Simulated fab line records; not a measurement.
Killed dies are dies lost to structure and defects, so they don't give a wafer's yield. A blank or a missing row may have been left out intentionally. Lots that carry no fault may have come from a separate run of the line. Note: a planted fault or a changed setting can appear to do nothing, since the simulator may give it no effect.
fab line records	flow sky130
record lots=24	wafers=72	lastDay=50
route steps=708 shown DNWELL@44 VIA2@521 VIA3@587 VIA4@650 PAD_OPEN@707
lots that met no fault: taken from a fault-free run of the same line
startH: start of the lot's first displayed wafer, in hours after the record's first day	waitH: hours elapsed since this lot's preceding step	" unchanged from the row above	L1.1+2: a row that stands for several wafers	- no value, or no start was given	* or withheld: withheld	< > ~ a bound
route shown NAME@n: a module of which the file shows steps, and the number in the route of the first	usual: average and standard deviation across the fault-free wafers	same: alike in all rows	chamber/n: place in a boat	sites: readings site by site	_std_site: how widely they spread, as a standard deviation	_edge_site: outer sites' mean less inner sites'	radiusMm: for every site, how far away it sits from the centre of the wafer	mask NAME#n: copy n	behind: the last tool/chamber to shape the wafer	hold: cause of the lot's hold/its duration in hours/its outcome	device: which transistor (n, p or np) failed to switch	end of line: the same wafers' tests at the end of the route	for a step that has no rows: nothing shown but its recipe	killed: not the wafer's yield, but the dies lost to structure and defects at the first sort	map: dies across one wafer; x = killed, . = not, _ = none there
set.NAME: the setting that was run; set.NAME@STEP: the one run at that earlier step	model.NAME: the simulator's own value behind a step, which no gauge read
route steps across a sampled set of lots; one table per step, one row per wafer
services: when a tool's chamber went out of use (startH, in hours from the record's first day, below 0 if earlier), for how many hours, and the reason
## steps
# step SKY_DNWELL_TW_MEAS_09
# usual DNWELL_TW=1108/16
lot.wafer	tool	chamber	startH	waitH	DNWELL_TW
L074.2	filmMetro-01	-	55.54	0.1	1128
L074.4	"	-	"	"	1125
L074.5	"	-	"	"	1124
L075.2	filmMetro-01	-	56.26	0.1	1125
L075.5	"	-	"	"	1125
L075.6	"	-	"	"	1127
L076.1	filmMetro-01	-	63.78	0.1	1137
L076.4	"	-	"	"	1133
L076.5	"	-	"	"	1136
L077.2	filmMetro-04	-	68.71	0.1	1098
L077.3	"	-	"	"	1098
L077.6	"	-	"	"	1098
L078.1	filmMetro-03	-	73.95	0.1	1085
L078.2	"	-	"	"	1084
L078.6	"	-	"	"	1080
L079.3	filmMetro-03	-	79.67	0.1	1086
L079.4	"	-	"	"	1090
L079.5	"	-	"	"	1085
L080.1	filmMetro-01	-	85.78	0.1	1123
L080.2	"	-	"	"	1130
L080.5	"	-	"	"	1125
L081.2	filmMetro-03	-	92.24	0.1	1098
L081.3	"	-	"	"	1093
L081.6	"	-	"	"	1090
L082.1	filmMetro-04	-	96.18	0.1	1107
L082.3	"	-	"	"	1113
L082.5	"	-	"	"	1110
L083.1	filmMetro-04	-	99.30	0.1	1109
L083.3	"	-	"	"	1100
L083.4	"	-	"	"	1103
L084.4	filmMetro-01	-	106.38	0.1	1122
L084.5	"	-	"	"	1126
L084.6	"	-	"	"	1118
L085.2	filmMetro-04	-	111.13	0.1	1102
L085.3	"	-	"	"	1101
L085.6	"	-	"	"	1093
L086.2	filmMetro-01	-	115.91	0.1	1125
L086.3	"	-	"	"	1125
L086.5	"	-	"	"	1132
L087.2	filmMetro-03	-	121.84	0.1	1100
L087.5	"	-	"	"	1098
L087.6	"	-	"	"	1094
L088.2	filmMetro-03	-	129.44	0.1	1105
L088.5	"	-	"	"	1092
L088.6	"	-	"	"	1103
L089.1	filmMetro-03	-	132.15	0.1	1099
L089.2	"	-	"	"	1100
L089.5	"	-	"	"	1093
L090.4	filmMetro-01	-	135.68	0.1	1119
L090.5	"	-	"	"	1125
L090.6	"	-	"	"	1121
L091.1	filmMetro-04	-	141.05	0.1	1092
L091.4	"	-	"	"	1100
L091.5	"	-	"	"	1095
L092.1	filmMetro-03	-	147.90	0.1	1091
L092.5	"	-	"	"	1095
L092.6	"	-	"	"	1094
L093.1	filmMetro-04	-	155.10	0.1	1100
L093.4	"	-	"	"	1097
L093.5	"	-	"	"	1096
L094.2	filmMetro-04	-	159.71	0.1	1112
L094.5	"	-	"	"	1102
L094.6	"	-	"	"	1104
L095.2	filmMetro-01	-	166.06	0.1	1128
L095.3	"	-	"	"	1137
L095.6	"	-	"	"	1129
L096.3	filmMetro-03	-	170.07	0.1	1098
L096.4	"	-	"	"	1096
L096.5	"	-	"	"	1102
L097.1	filmMetro-01	-	178.35	0.1	1114
L097.3	"	-	"	"	1116
L097.4	"	-	"	"	1118
# step SKY_VIA2_ETCH_14
# recipe chemistry=N2/H2	target=BARC	ionEnergyEv=200	sourceW=500	biasW=100	pressureMtorr=30	n2FlowSccm=100	h2FlowSccm=200	stopOn=SiO2	timeS=45.9	targetDepthA=600
# usual drypumpMotorCurrentA=5.8/0.53	oesProductAu=0.855/0.0051	throttleValvePct=13.224/0.0083
lot.wafer	tool	chamber	startH	waitH	drypumpMotorCurrentA	oesProductAu	rfHoursCounterH	throttleValvePct
L074.2	rieDiel-04	3	854.94	0.0	6.4	0.854	16	13.233
L074.4	"	0	"	"	5.2	0.858	2	13.223
L074.5	"	1	"	"	5.7	0.861	-	13.215
L075.2	rieDiel-04	3	857.20	0.0	6.4	0.852	16	13.225
L075.5	"	0	"	"	5.3	0.861	-	13.235
L075.6	"	1	"	"	5.7	0.857	-	13.239
L076.1	rieDiel-03	0	869.10	0.0	5.0	0.847	23	13.232
L076.4	"	0	"	"	5.1	0.856	-	13.227
L076.5	"	2	"	"	6.6	0.857	-	13.225
L077.2	rieDiel-01	0	877.30	0.0	5.6	0.843	24	13.221
L077.3	"	2	"	"	5.8	0.854	14	13.219
L077.6	"	0	"	"	5.6	0.854	-	13.233
L078.1	rieDiel-04	0	880.79	0.0	5.2	0.855	2	13.222
L078.2	"	3	"	"	6.4	0.859	16	13.231
L078.6	"	3	"	"	6.4	0.858	-	13.225
L079.3	rieDiel-01	1	904.99	0.0	4.8	0.857	8	13.226
L079.4	"	2	"	"	5.8	0.853	15	13.224
L079.5	"	1	"	"	4.7	0.856	-	13.209
L080.1	rieDiel-04	3	907.80	0.0	6.4	0.857	17	13.225
L080.2	"	2	"	"	6.3	0.852	8	13.225
L080.5	"	0	"	"	5.3	0.857	-	13.217
L081.2	rieDiel-01	3	909.35	0.0	5.4	0.855	8	13.229
L081.3	"	1	"	"	4.8	0.859	9	13.237
L081.6	"	2	"	"	5.8	0.848	-	13.213
L082.1	rieDiel-03	1	919.12	0.0	5.4	0.850	16	13.206
L082.3	"	2	"	"	6.6	0.847	17	13.229
L082.5	"	1	"	"	5.4	0.852	-	13.231
L083.1	rieDiel-04	0	926.69	0.0	5.2	0.857	4	13.228
L083.3	"	2	"	"	6.3	0.856	8	13.224
L083.4	"	1	"	"	5.6	0.841	3	13.219
L084.4	rieDiel-04	1	930.39	0.0	5.7	0.853	3	13.230
L084.5	"	2	"	"	6.3	0.868	-	13.217
L084.6	"	3	"	"	6.4	0.854	-	13.219
L085.2	rieDiel-01	1	933.84	0.0	4.8	0.857	9	13.216
L085.3	"	3	"	"	5.5	0.857	9	13.220
L085.6	"	2	"	"	5.8	0.856	-	13.221
L086.2	rieDiel-04	1	941.85	0.0	5.7	0.851	3	13.236
L086.3	"	3	"	"	6.4	0.854	18	13.213
L086.5	"	0	"	"	5.3	0.846	-	13.211
L087.2	rieDiel-01	3	948.54	0.0	5.5	0.861	9	13.225
L087.5	"	2	"	"	5.8	0.863	-	13.212
L087.6	"	3	"	"	5.5	0.860	-	13.224
L088.2	rieDiel-04	1	960.79	0.0	5.7	0.858	4	13.217
L088.5	"	2	"	"	6.3	0.858	-	13.209
L088.6	"	3	"	"	6.4	0.863	-	13.219
L089.1	rieDiel-03	0	961.84	0.0	5.1	0.842	26	13.225
L089.2	"	3	"	"	6.3	0.858	11	13.222
L089.5	"	3	"	"	6.3	0.852	-	13.226
L090.4	rieDiel-04	2	962.19	0.0	6.3	0.851	9	13.218
L090.5	"	3	"	"	6.4	0.848	-	13.222
L090.6	"	2	"	"	6.3	0.848	-	13.224
L091.1	rieDiel-01	0	970.34	0.0	5.6	0.852	27	13.224
L091.4	"	3	"	"	5.5	0.852	10	13.217
L091.5	"	3	"	"	5.5	0.851	-	13.231
L092.1	rieDiel-04	2	984.20	0.0	6.3	0.854	10	13.222
L092.5	"	1	"	"	5.7	0.858	-	13.232
L092.6	"	0	"	"	5.2	0.854	-	13.238
L094.2	rieDiel-03	0	994.65	0.0	5.0	0.855	27	13.222
L094.5	"	2	"	"	6.6	0.852	-	13.221
L094.6	"	3	"	"	6.2	0.846	-	13.231
L093.1	rieDiel-01	1	995.34	0.0	4.8	0.859	11	13.232
L093.4	"	0	"	"	5.7	0.860	28	13.222
L093.5	"	2	"	"	5.8	0.843	-	13.230
L095.2	rieDiel-03	0	1006.19	0.0	5.0	0.858	28	13.239
L095.3	"	3	"	"	6.3	0.859	13	13.236
L095.6	"	2	"	"	6.5	0.854	-	13.218
L096.3	rieDiel-03	1	1008.80	0.0	5.4	0.849	18	13.238
L096.4	"	2	"	"	6.5	0.854	19	13.218
L096.5	"	3	"	"	6.3	0.857	-	13.221
L097.1	rieDiel-04	2	1015.65	0.0	6.3	0.849	11	13.213
L097.3	"	0	"	"	5.3	0.862	6	13.216
L097.4	"	1	"	"	5.7	0.856	5	13.212
# step SKY_VIA2_SPUTTER_20
# recipe material=TiN	targetThkNm=20	chamberPressurePa=5	powerW=4000	timeS=80
# usual throttleValvePct=29.8/0.92
lot.wafer	tool	chamber	startH	waitH	throttleValvePct
L074.2	pvdSputter-04	-	855.98	0.0	29.8
L074.4	"	-	"	"	29.7
L074.5	"	-	"	"	29.9
L075.2	pvdSputter-04	-	857.98	0.0	29.7
L075.5	"	-	"	"	31.7
L075.6	"	-	"	"	29.9
L076.1	pvdSputter-03	-	869.80	0.0	28.9
L076.4	"	-	"	"	30.7
L076.5	"	-	"	"	28.9
L077.2	pvdSputter-04	-	878.01	0.0	29.8
L077.3	"	-	"	"	31.8
L077.6	"	-	"	"	30.0
L078.1	pvdSputter-04	-	881.53	0.0	32.0
L078.2	"	-	"	"	29.8
L078.6	"	-	"	"	29.5
L079.3	pvdSputter-02	-	905.77	0.0	30.3
L079.4	"	-	"	"	29.8
L079.5	"	-	"	"	30.2
L080.1	pvdSputter-02	-	908.53	0.0	28.5
L080.2	"	-	"	"	29.3
L080.5	"	-	"	"	29.3
L081.2	pvdSputter-04	-	910.05	0.0	30.0
L081.3	"	-	"	"	31.7
L081.6	"	-	"	"	30.3
L082.1	pvdSputter-04	-	919.85	0.0	29.7
L082.3	"	-	"	"	32.1
L082.5	"	-	"	"	32.0
L083.1	pvdSputter-04	-	927.47	0.0	30.0
L083.3	"	-	"	"	32.2
L083.4	"	-	"	"	29.7
L084.4	pvdSputter-02	-	931.11	0.0	28.7
L084.5	"	-	"	"	29.3
L084.6	"	-	"	"	29.8
L085.2	pvdSputter-03	-	934.54	0.0	30.7
L085.3	"	-	"	"	28.3
L085.6	"	-	"	"	30.9
L086.2	pvdSputter-03	-	942.63	0.0	28.2
L086.3	"	-	"	"	30.7
L086.5	"	-	"	"	30.8
L087.2	pvdSputter-02	-	949.24	0.0	30.0
L087.5	"	-	"	"	28.9
L087.6	"	-	"	"	29.4
L088.2	pvdSputter-02	-	961.84	0.0	29.7
L088.5	"	-	"	"	30.1
L088.6	"	-	"	"	29.6
L089.1	pvdSputter-04	-	962.54	0.0	29.7
L089.2	"	-	"	"	29.4
L089.5	"	-	"	"	30.0
L090.4	pvdSputter-04	-	962.94	0.0	31.8
L090.5	"	-	"	"	29.8
L090.6	"	-	"	"	30.2
L091.1	pvdSputter-04	-	971.07	0.0	29.8
L091.4	"	-	"	"	29.6
L091.5	"	-	"	"	29.7
L092.1	pvdSputter-04	-	984.96	0.0	30.1
L092.5	"	-	"	"	29.7
L092.6	"	-	"	"	32.0
L094.2	pvdSputter-03	-	995.38	0.0	29.0
L094.5	"	-	"	"	28.2
L094.6	"	-	"	"	28.6
L093.1	pvdSputter-04	-	996.08	0.0	29.4
L093.4	"	-	"	"	30.0
L093.5	"	-	"	"	30.1
L095.2	pvdSputter-02	-	1006.88	0.0	28.6
L095.3	"	-	"	"	30.0
L095.6	"	-	"	"	29.0
L096.3	pvdSputter-03	-	1009.51	0.0	30.6
L096.4	"	-	"	"	28.8
L096.5	"	-	"	"	29.1
L097.1	pvdSputter-02	-	1016.35	0.0	29.5
L097.3	"	-	"	"	29.8
L097.4	"	-	"	"	29.3
# step SKY_VIA3_ETCH_14
# recipe chemistry=N2/H2	target=BARC	ionEnergyEv=200	sourceW=500	biasW=100	pressureMtorr=30	n2FlowSccm=100	h2FlowSccm=200	stopOn=SiO2	timeS=45.9	targetDepthA=600
# usual drypumpMotorCurrentA=5.6/0.52	oesProductAu=0.854/0.0047	throttleValvePct=13.225/0.0089
lot.wafer	tool	chamber	startH	waitH	drypumpMotorCurrentA	oesProductAu	rfHoursCounterH	throttleValvePct
L074.2	rieDiel-02	1	936.49	0.0	5.2	0.848	25	13.213
L074.4	"	0	"	"	5.9	0.856	20	13.223
L074.5	"	2	"	"	5.8	0.854	-	13.223
L075.2	rieDiel-01	2	938.45	0.0	5.9	0.842	16	13.214
L075.5	"	1	"	"	4.7	0.858	-	13.206
L075.6	"	2	"	"	5.8	0.856	-	13.231
L076.1	rieDiel-03	0	949.69	0.0	5.0	0.858	26	13.224
L076.4	"	1	"	"	5.5	0.853	17	13.221
L076.5	"	0	"	"	5.0	0.848	-	13.233
L077.2	rieDiel-03	0	956.35	0.0	5.0	0.850	26	13.219
L077.3	"	1	"	"	5.4	0.856	17	13.225
L077.6	"	3	"	"	6.3	0.859	-	13.234
L078.1	rieDiel-02	1	959.90	0.0	5.2	0.861	26	13.245
L078.2	"	3	"	"	5.1	0.851	21	13.224
L078.6	"	3	"	"	5.1	0.857	-	13.227
L079.3	rieDiel-01	2	981.60	0.0	5.8	0.856	18	13.224
L079.4	"	1	"	"	4.8	0.845	11	13.219
L079.5	"	2	"	"	5.8	0.852	-	13.212
L080.1	rieDiel-01	1	985.14	0.0	4.8	0.858	11	13.208
L080.2	"	0	"	"	5.6	0.849	27	13.238
L080.5	"	0	"	"	5.6	0.856	-	13.232
L081.2	rieDiel-03	1	987.65	0.0	5.4	0.854	18	13.216
L081.3	"	2	"	"	6.5	0.855	19	13.228
L081.6	"	0	"	"	5.1	0.852	-	13.225
L082.1	rieDiel-03	2	996.55	0.0	6.6	0.857	19	13.226
L082.3	"	3	"	"	6.3	0.855	13	13.217
L082.5	"	2	"	"	6.5	0.858	-	13.236
L083.1	rieDiel-03	3	1003.35	0.0	6.3	0.860	13	13.243
L083.3	"	0	"	"	5.0	0.852	28	13.233
L083.4	"	2	"	"	6.5	0.848	19	13.234
L084.4	rieDiel-02	2	1006.02	0.0	5.8	0.858	-	13.226
L084.5	"	3	"	"	5.1	0.847	-	13.217
L084.6	"	0	"	"	5.9	0.848	-	13.224
L085.2	rieDiel-02	0	1009.42	0.0	5.9	0.850	22	13.207
L085.3	"	3	"	"	5.1	0.852	-	13.229
L085.6	"	3	"	"	5.1	0.858	-	13.224
L086.2	rieDiel-02	0	1017.14	0.0	5.9	0.857	22	13.227
L086.3	"	1	"	"	5.2	0.859	28	13.220
L086.5	"	2	"	"	5.8	0.856	-	13.219
L087.2	rieDiel-02	2	1023.65	0.0	5.8	0.865	16	13.225
L087.5	"	0	"	"	5.9	0.847	-	13.216
L087.6	"	2	"	"	5.8	0.865	-	13.230
L088.2	rieDiel-02	0	1034.85	0.0	5.9	0.851	23	13.210
L088.5	"	3	"	"	5.1	0.856	-	13.221
L088.6	"	2	"	"	5.8	0.862	-	13.229
L089.1	rieDiel-01	2	1036.24	0.0	5.8	0.851	20	13.241
L089.2	"	3	"	"	5.5	0.855	13	13.233
L089.5	"	2	"	"	5.8	0.851	-	13.214
L090.4	rieDiel-03	3	1037.20	0.0	6.3	0.853	14	13.227
L090.5	"	2	"	"	6.5	0.843	-	13.214
L090.6	"	3	"	"	6.3	0.860	-	13.229
L091.1	rieDiel-01	0	1044.70	0.0	5.6	0.863	29	13.222
L091.4	"	1	"	"	4.7	0.856	13	13.223
L091.5	"	0	"	"	5.6	0.858	-	13.232
L092.1	rieDiel-03	2	1057.30	0.0	6.5	0.858	21	13.230
L092.5	"	3	"	"	6.3	0.859	-	13.214
L092.6	"	2	"	"	6.6	0.852	-	13.223
L094.2	rieDiel-01	0	1065.70	0.0	5.6	0.851	30	13.217
L094.5	"	0	"	"	5.6	0.852	-	13.239
L094.6	"	1	"	"	4.7	0.859	-	13.223
L093.1	rieDiel-02	0	1067.69	0.0	5.9	0.850	24	13.212
L093.4	"	1	"	"	5.2	0.853	0	13.227
L093.5	"	2	"	"	5.8	0.851	-	13.222
L095.2	rieDiel-01	3	1078.45	0.0	5.5	0.856	14	13.208
L095.3	"	1	"	"	4.7	0.848	14	13.228
L095.6	"	3	"	"	5.5	0.854	-	13.233
L096.3	rieDiel-01	2	1080.80	0.0	5.8	0.850	21	13.233
L096.4	"	2	"	"	5.8	0.857	-	13.203
L096.5	"	1	"	"	4.7	0.857	-	13.217
L097.1	rieDiel-03	0	1085.65	0.0	5.1	0.852	0	13.227
L097.3	"	2	"	"	6.5	0.855	22	13.232
L097.4	"	1	"	"	5.4	0.849	21	13.230
# step SKY_VIA4_OVL_MEAS_11
# usual VIA4_OVL=0.4/1.5
lot.wafer	tool	chamber	startH	waitH	VIA4_OVL[nm]
L074.2	overlay-02	-	1013.25	0.1	-0.1
L074.4	"	-	"	"	-0.1
L074.5	"	-	"	"	2.1
L075.2	overlay-02	-	1014.69	0.1	-1.8
L075.5	"	-	"	"	-0.7
L075.6	"	-	"	"	-1.4
L076.1	overlay-02	-	1024.95	0.1	-0.2
L076.4	"	-	"	"	-0.9
L076.5	"	-	"	"	-1.2
L077.2	overlay-01	-	1028.54	0.1	-1.5
L077.3	"	-	"	"	-1.9
L077.6	"	-	"	"	-0.8
L078.1	overlay-02	-	1034.25	0.1	1.3
L078.2	"	-	"	"	2.0
L078.6	"	-	"	"	2.5
L079.3	overlay-01	-	1053.86	0.1	0.4
L079.4	"	-	"	"	0.3
L079.5	"	-	"	"	0.8
L080.1	overlay-01	-	1057.68	0.1	0.6
L080.2	"	-	"	"	1.6
L080.5	"	-	"	"	1.6
L081.2	overlay-01	-	1060.99	0.1	-0.2
L081.3	"	-	"	"	-0.8
L081.6	"	-	"	"	0.2
L082.1	overlay-02	-	1067.00	0.1	0.4
L082.3	"	-	"	"	4.3
L082.5	"	-	"	"	3.3
L083.1	overlay-01	-	1075.45	0.1	-0.9
L083.3	"	-	"	"	-0.2
L083.4	"	-	"	"	-1.2
L084.4	overlay-02	-	1076.97	0.1	0.2
L084.5	"	-	"	"	2.0
L084.6	"	-	"	"	1.8
L085.2	overlay-02	-	1080.34	0.1	2.1
L085.3	"	-	"	"	1.7
L085.6	"	-	"	"	3.2
L086.2	overlay-02	-	1088.00	0.1	-0.7
L086.3	"	-	"	"	-0.1
L086.5	"	-	"	"	-1.1
L087.2	overlay-01	-	1093.40	0.1	2.3
L087.5	"	-	"	"	-0.2
L087.6	"	-	"	"	2.1
L088.2	overlay-02	-	1103.24	0.1	-0.1
L088.5	"	-	"	"	0.0
L088.6	"	-	"	"	0.2
L089.1	overlay-02	-	1104.95	0.1	2.0
L089.2	"	-	"	"	0.7
L089.5	"	-	"	"	1.5
L090.4	overlay-02	-	1105.17	0.1	1.3
L090.5	"	-	"	"	0.3
L090.6	"	-	"	"	-0.2
L091.1	overlay-02	-	1112.68	0.1	0.1
L091.4	"	-	"	"	1.6
L091.5	"	-	"	"	0.2
L092.1	overlay-02	-	1123.85	0.1	-0.3
L092.5	"	-	"	"	0.6
L092.6	"	-	"	"	1.5
L094.2	overlay-01	-	1132.20	0.1	-0.1
L094.5	"	-	"	"	-0.7
L094.6	"	-	"	"	0.2
L093.1	overlay-02	-	1133.58	0.1	0.8
L093.4	"	-	"	"	0.6
L093.5	"	-	"	"	0.1
L095.2	overlay-02	-	1142.95	0.1	2.4
L095.3	"	-	"	"	0.5
L095.6	"	-	"	"	2.0
L096.3	overlay-01	-	1148.01	0.1	3.0
L096.4	"	-	"	"	0.4
L096.5	"	-	"	"	0.1
L097.1	overlay-01	-	1148.53	0.1	1.0
L097.3	"	-	"	"	1.5
L097.4	"	-	"	"	0.7
# step SKY_PAD_OPEN_BOW_MEAS_13
# recipe mode=bow
# usual PAD_OPEN_BOW=48/9.2
lot.wafer	tool	chamber	startH	waitH	PAD_OPEN_BOW[um]
L074.2	filmMetro-02	-	1085.05	-	37
L074.4	"	-	"	"	46
L074.5	"	-	"	"	48
L075.2	filmMetro-02	-	1086.02	-	57
L075.5	"	-	"	"	60
L075.6	"	-	"	"	61
L076.1	filmMetro-02	-	1095.94	-	63
L076.4	"	-	"	"	57
L076.5	"	-	"	"	63
L077.2	filmMetro-03	-	1097.73	-	38
L077.3	"	-	"	"	44
L077.6	"	-	"	"	39
L078.1	filmMetro-01	-	1104.41	-	59
L078.2	"	-	"	"	67
L078.6	"	-	"	"	48
L079.3	filmMetro-03	-	1120.03	-	58
L079.4	"	-	"	"	51
L079.5	"	-	"	"	55
L080.1	filmMetro-01	-	1125.73	-	59
L080.2	"	-	"	"	56
L080.5	"	-	"	"	49
L081.2	filmMetro-03	-	1128.22	-	28
L081.3	"	-	"	"	30
L081.6	"	-	"	"	43
L082.1	filmMetro-03	-	1134.40	-	36
L082.3	"	-	"	"	39
L082.5	"	-	"	"	31
L083.1	filmMetro-02	-	1140.48	-	47
L083.3	"	-	"	"	52
L083.4	"	-	"	"	49
L084.4	filmMetro-02	-	1142.04	-	62
L084.5	"	-	"	"	49
L084.6	"	-	"	"	41
L085.2	filmMetro-02	-	1145.62	-	36
L085.3	"	-	"	"	34
L085.6	"	-	"	"	42
L086.2	filmMetro-03	-	1152.57	-	44
L086.3	"	-	"	"	40
L086.5	"	-	"	"	49
L087.2	filmMetro-02	-	1156.12	-	57
L087.5	"	-	"	"	60
L087.6	"	-	"	"	59
L088.2	filmMetro-03	-	1164.01	-	51
L088.5	"	-	"	"	61
L088.6	"	-	"	"	60
L089.1	filmMetro-03	-	1166.85	-	40
L089.2	"	-	"	"	44
L089.5	"	-	"	"	33
L090.4	filmMetro-03	-	1167.26	-	49
L090.5	"	-	"	"	57
L090.6	"	-	"	"	42
L091.1	filmMetro-03	-	1175.23	-	37
L091.4	"	-	"	"	51
L091.5	"	-	"	"	37
L092.1	filmMetro-02	-	1181.75	-	26
L092.5	"	-	"	"	40
L092.6	"	-	"	"	52
L094.2	filmMetro-03	-	1189.65	-	51
L094.5	"	-	"	"	40
L094.6	"	-	"	"	54
L093.1	filmMetro-01	-	1191.95	-	49
L093.4	"	-	"	"	44
L093.5	"	-	"	"	58
L095.2	filmMetro-02	-	1199.37	-	45
L095.3	"	-	"	"	50
L095.6	"	-	"	"	52
L096.3	filmMetro-03	-	1200.89	-	57
L096.4	"	-	"	"	58
L096.5	"	-	"	"	54
L097.1	filmMetro-02	-	1202.69	-	38
L097.3	"	-	"	"	34
L097.4	"	-	"	"	57
## services
tool	chamber	startH	hours	kind
rieDiel-01	-	845.05	2.8	pm
rieDiel-04	2	856.59	7.1	repair
rieDiel-02	2	862.38	4.8	repair
rieDiel-03	3	864.96	10.2	repair
rieDiel-04	2	871.16	2.4	repair
rieDiel-03	2	872.59	4.8	repair
pvdSputter-03	-	878.04	2.4	repair
rieDiel-01	1	879.83	5.5	repair
pvdSputter-04	-	886.75	3.0	repair
rieDiel-03	1	902.04	4.2	repair
rieDiel-04	-	912.36	1.5	repair
rieDiel-01	1	966.93	3.0	repair
rieDiel-02	2	967.03	2.4	repair
rieDiel-01	1	976.97	4.0	repair
rieDiel-03	1	991.66	4.9	repair
pvdSputter-02	-	995.14	1.4	repair
pvdSputter-04	-	1004.48	15.0	repair
rieDiel-02	1	1005.28	4.9	repair
rieDiel-02	2	1008.70	1.4	repair
rieDiel-02	3	1015.22	9.9	repair
rieDiel-01	0	1019.21	10.6	repair
rieDiel-02	1	1020.27	15.3	repair
rieDiel-01	2	1027.54	3.2	repair
rieDiel-03	0	1052.87	6.0	repair
## key
fault none
